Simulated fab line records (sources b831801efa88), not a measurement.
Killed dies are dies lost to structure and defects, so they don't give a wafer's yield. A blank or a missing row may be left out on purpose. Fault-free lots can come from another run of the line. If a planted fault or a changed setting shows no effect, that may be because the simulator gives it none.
A single fault, viewed from 2 desks -- flow sky130 -- only its own numbers are on each desk; what lay behind them is given at the end

## FROM THE METROLOGY DESK
What the gauges read, lot by lot, whatever tool the lot ran on: means of the sampled wafers that have a number. The brackets show how far a lot's mean lies from the usual mean; more than 4 standard deviations puts the lot out of limits, marked OUT.
Columns: A = VIA2_W_RS at SKY_VIA2_RS_MEAS_22, usual 0.275 ohm/sq; B = VIA2_W_THK at SKY_VIA2_THK_MEAS_23, usual 406 nm
lot,first seen here,A,B
L205,day 37 18:50,0.280,400
L210,day 39 13:23,0.271,409
L221,day 42 02:40,0.276,404
L222,day 42 06:29,0.274,412
L224,day 42 16:50,0.271,417
L226,day 43 01:31,0.274,404
Finding of this desk: none of the 6 lots has anything out of limits.

## TOOL OWNER'S DESK, pvdSputter-03
The tool's own readings at SKY_METAL3_SPUTTER_03 (material Ti, target thk 5 nm, time 3.3 s): means of the sampled wafers that have a number, for each lot that ran on this tool. The brackets show how far a lot's mean lies from the usual mean; more than 4 standard deviations puts the lot out of limits, marked OUT.
Columns: A = throttleValvePct at SKY_METAL3_SPUTTER_03, usual 29.7 %
lot,first seen here,A
L210,day 39 13:56,29.8
L221,day 42 03:14,29.8
L222,day 42 07:21,29.4
Finding of this desk: none of the 3 lots has anything out of limits.

## BROUGHT TOGETHER
Metrology desk: nothing out of limits seen.
The tool owner's desk saw nothing out of limits.

## WHAT THE SIMULATOR HAD INSERTED
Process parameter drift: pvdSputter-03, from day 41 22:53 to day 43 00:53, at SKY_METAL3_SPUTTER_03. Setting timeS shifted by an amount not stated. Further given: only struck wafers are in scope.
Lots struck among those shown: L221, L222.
